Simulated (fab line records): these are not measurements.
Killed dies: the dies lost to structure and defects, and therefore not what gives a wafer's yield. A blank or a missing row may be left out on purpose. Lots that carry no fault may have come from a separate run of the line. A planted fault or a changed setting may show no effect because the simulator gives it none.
Which tool is to blame? :: flow gf180mcu :: Sampling: 14 lots, 39 wafers, 4 of 602 route steps

## WHAT EACH GAUGE READ, for each wafer
GF_PSD_TW_MEAS_11. Usual: PSD_TW 3187, standard deviation 22.
lot: L671
measured: day 14 05:32
on: film metro-03
PSD_TW: 3192 3198 3189
flag: 

lot: L672
measured: day 14 09:24
on: film metro-03
PSD_TW: 3193 3185 3191
flag: 

lot: L673
measured: day 14 17:46
on: film metro-02
PSD_TW: 3185 3171 3169
flag: 

lot: L675
measured: day 15 07:16
on: film metro-03
PSD_TW: 3165 3164 3167
flag: 

lot: L676
measured: day 15 20:31
on: film metro-02
PSD_TW: 3182 3169 3169
flag: 

lot: L677
measured: day 16 05:34
on: film metro-02
PSD_TW: 3179 3169 3192
flag: 

lot: L679
measured: day 17 02:40
on: film metro-02
PSD_TW: 3155 3155 3164
flag: 

lot: L684
measured: day 19 06:52
on: film metro-03
PSD_TW: 3166 3164 3170
flag: 

lot: L687
measured: day 20 01:09
on: film metro-02
PSD_TW: 3178 3159 3169
flag: 

lot: L688
measured: day 20 04:44
on: film metro-02
PSD_TW: 3169 3178
flag: 

lot: L690
measured: day 20 20:55
on: film metro-03
PSD_TW: 3175 3194 3176
flag: 

lot: L691
measured: day 21 03:55
on: film metro-01
PSD_TW: 3215 3203
flag: 

lot: L693
measured: day 21 18:35
on: film metro-03
PSD_TW: 3199 3190 3198
flag: 

lot: L694
measured: day 22 00:32
on: film metro-03
PSD_TW: 3172 3166
flag: 

GF_SALICIDE_RS_MEAS_04: uses a four-point probe to measure. Usual: SALICIDE_TIN_RS 16.16 ohm/sq, standard deviation 0.24.
lot: L671
measured: day 15 03:31
on: film metro-04
SALICIDE_TIN_RS (ohm/sq): 16.12 16.03 16.09
flag: 

lot: L672
measured: day 15 07:57
on: film metro-02
SALICIDE_TIN_RS (ohm/sq): 15.86 15.98 15.77
flag: 

lot: L673
measured: day 15 16:42
on: film metro-02
SALICIDE_TIN_RS (ohm/sq): 16.10 15.91 16.35
flag: 

lot: L675
measured: day 16 06:16
on: film metro-02
SALICIDE_TIN_RS (ohm/sq): 16.12 16.13 15.97
flag: 

lot: L676
measured: day 16 19:25
on: film metro-03
SALICIDE_TIN_RS (ohm/sq): 16.05 16.06 16.06
flag: 

lot: L677
measured: day 17 05:12
on: film metro-02
SALICIDE_TIN_RS (ohm/sq): 16.04 16.04 16.05
flag: 

lot: L679
measured: day 18 02:17
on: film metro-02
SALICIDE_TIN_RS (ohm/sq): 16.32 16.10 15.98
flag: 

lot: L684
measured: day 20 05:51
on: film metro-04
SALICIDE_TIN_RS (ohm/sq): 16.16 16.40 16.49
flag: 

lot: L687
measured: day 21 01:27
on: film metro-02
SALICIDE_TIN_RS (ohm/sq): 16.04 15.86 15.83
flag: 

lot: L688
measured: day 21 05:23
on: film metro-03
SALICIDE_TIN_RS (ohm/sq): 10.52 16.34 10.52 16.35
flag: OFF

lot: L690
measured: day 21 21:28
on: film metro-02
SALICIDE_TIN_RS (ohm/sq): 16.05 16.22 16.41
flag: 

lot: L691
measured: day 22 03:54
on: film metro-04
SALICIDE_TIN_RS (ohm/sq): 16.29 10.58 16.31 10.57
flag: OFF

lot: L693
measured: day 22 18:43
on: film metro-03
SALICIDE_TIN_RS (ohm/sq): 16.18 16.00 16.14
flag: 

lot: L694
measured: day 23 00:00
on: film metro-03
SALICIDE_TIN_RS (ohm/sq): 16.66 10.67 16.66 10.66
flag: OFF

## WHICH TOOL RAN EACH LOT (tool, then ch and the chambers of the sampled wafers, then the start)
lot: L671
GF_SALICIDE_SPUTTER_02: pvd sputter-01, day 15 03:26
GF_SALICIDE_SPUTTER_03: pvd sputter-01, day 15 03:28

lot: L672
GF_SALICIDE_SPUTTER_02: pvd sputter-01, day 15 07:54
GF_SALICIDE_SPUTTER_03: pvd sputter-01, day 15 07:56

lot: L673
GF_SALICIDE_SPUTTER_02: pvd sputter-01, day 15 16:39
GF_SALICIDE_SPUTTER_03: pvd sputter-01, day 15 16:40

lot: L675
GF_SALICIDE_SPUTTER_02: pvd sputter-03, day 16 06:13
GF_SALICIDE_SPUTTER_03: pvd sputter-03, day 16 06:14

lot: L676
GF_SALICIDE_SPUTTER_02: pvd sputter-03, day 16 19:20
GF_SALICIDE_SPUTTER_03: pvd sputter-03, day 16 19:22

lot: L677
GF_SALICIDE_SPUTTER_02: pvd sputter-01, day 17 05:09
GF_SALICIDE_SPUTTER_03: pvd sputter-01, day 17 05:10

lot: L679
GF_SALICIDE_SPUTTER_02: pvd sputter-01, day 18 02:13
GF_SALICIDE_SPUTTER_03: pvd sputter-01, day 18 02:14

lot: L684
GF_SALICIDE_SPUTTER_02: pvd sputter-01, day 20 05:48
GF_SALICIDE_SPUTTER_03: pvd sputter-01, day 20 05:50

lot: L687
GF_SALICIDE_SPUTTER_02: pvd sputter-01, day 21 01:24
GF_SALICIDE_SPUTTER_03: pvd sputter-01, day 21 01:25

lot: L688
GF_SALICIDE_SPUTTER_02: pvd sputter-01, day 21 05:18
GF_SALICIDE_SPUTTER_03: pvd sputter-01, day 21 05:19

lot: L690
GF_SALICIDE_SPUTTER_02: pvd sputter-03, day 21 21:25
GF_SALICIDE_SPUTTER_03: pvd sputter-03, day 21 21:26

lot: L691
GF_SALICIDE_SPUTTER_02: pvd sputter-01, day 22 03:50
GF_SALICIDE_SPUTTER_03: pvd sputter-01, day 22 03:51

lot: L693
GF_SALICIDE_SPUTTER_02: pvd sputter-03, day 22 18:37
GF_SALICIDE_SPUTTER_03: pvd sputter-03, day 22 18:39

lot: L694
GF_SALICIDE_SPUTTER_02: pvd sputter-01, day 22 23:55
GF_SALICIDE_SPUTTER_03: pvd sputter-01, day 22 23:57
- GF_SALICIDE_SPUTTER_02: material Co, target thk 10 nm, time 20 s.
- GF_SALICIDE_SPUTTER_03: material TiN, target thk 20 nm, time 16.7 s.

## WHAT THE TOOLS THEMSELVES READ (means of the sampled wafers that have a number; where no wafer has one, the mark that the record gives instead)
GF_SALICIDE_SPUTTER_02. Usual: throttle valve pct 29.8 %, standard deviation 1.1.
lot: L671
tool: pvd sputter-01
throttle valve pct (%): 29.4
flag: 

lot: L672
tool: pvd sputter-01
throttle valve pct (%): 29.3
flag: 

lot: L673
tool: pvd sputter-01
throttle valve pct (%): 29.4
flag: 

lot: L675
tool: pvd sputter-03
throttle valve pct (%): 29.2
flag: 

lot: L676
tool: pvd sputter-03
throttle valve pct (%): 29.8
flag: 

lot: L677
tool: pvd sputter-01
throttle valve pct (%): 29.3
flag: 

lot: L679
tool: pvd sputter-01
throttle valve pct (%): 29.6
flag: 

lot: L684
tool: pvd sputter-01
throttle valve pct (%): 29.9
flag: 

lot: L687
tool: pvd sputter-01
throttle valve pct (%): 29.7
flag: 

lot: L688
tool: pvd sputter-01
throttle valve pct (%): 29.4
flag: 

lot: L690
tool: pvd sputter-03
throttle valve pct (%): 29.2
flag: 

lot: L691
tool: pvd sputter-01
throttle valve pct (%): 29.6
flag: 

lot: L693
tool: pvd sputter-03
throttle valve pct (%): 29.5
flag: 

lot: L694
tool: pvd sputter-01
throttle valve pct (%): 29.5
flag: 

GF_SALICIDE_SPUTTER_03. Usual: throttle valve pct 29.8 %, standard deviation 1.
lot: L671
tool: pvd sputter-01
throttle valve pct (%): 29.4
flag: 

lot: L672
tool: pvd sputter-01
throttle valve pct (%): 29.3
flag: 

lot: L673
tool: pvd sputter-01
throttle valve pct (%): 29.2
flag: 

lot: L675
tool: pvd sputter-03
throttle valve pct (%): 29.1
flag: 

lot: L676
tool: pvd sputter-03
throttle valve pct (%): 29.9
flag: 

lot: L677
tool: pvd sputter-01
throttle valve pct (%): 29.3
flag: 

lot: L679
tool: pvd sputter-01
throttle valve pct (%): 29.9
flag: 

lot: L684
tool: pvd sputter-01
throttle valve pct (%): 29.9
flag: 

lot: L687
tool: pvd sputter-01
throttle valve pct (%): 29.8
flag: 

lot: L688
tool: pvd sputter-01
throttle valve pct (%): 29.5
flag: 

lot: L690
tool: pvd sputter-03
throttle valve pct (%): 29.2
flag: 

lot: L691
tool: pvd sputter-01
throttle valve pct (%): 29.6
flag: 

lot: L693
tool: pvd sputter-03
throttle valve pct (%): 29.4
flag: 

lot: L694
tool: pvd sputter-01
throttle valve pct (%): 29.6
flag: 

## THE ANSWER, worked out from the rows above alone
Rule: a lot is off if the mean of its wafers that have a number lies more than 3 standard deviations from the usual mean. A lot without any number at a reading at which 4 lots or more have one is off too. Any other lot the step has rows for is counted as sound. First the gauges in route order, then the tools' own readings, where a lot's mean is used as printed above. At the first step where some lot is off, the reading lying furthest off is the one used; lots without a number count as furthest.
Off: L688, L691, L694, seen at GF_SALICIDE_RS_MEAS_04 (SALICIDE_TIN_RS).
A tool fits if, at a process step before that reading, it ran every lot that is off, and no sound lot after the first of them. Gauges at GF_SALICIDE_RS_MEAS_04: tried the same way as those tools. One fits: pvd sputter-01 at GF_SALICIDE_SPUTTER_02 and GF_SALICIDE_SPUTTER_03. At GF_SALICIDE_SPUTTER_02 its last sound lot is L687 (day 21 01:24), its first lot that is off L688 (day 21 05:18): a fault that began between those two fits.

## WHAT THE SIMULATOR HAD PUT IN
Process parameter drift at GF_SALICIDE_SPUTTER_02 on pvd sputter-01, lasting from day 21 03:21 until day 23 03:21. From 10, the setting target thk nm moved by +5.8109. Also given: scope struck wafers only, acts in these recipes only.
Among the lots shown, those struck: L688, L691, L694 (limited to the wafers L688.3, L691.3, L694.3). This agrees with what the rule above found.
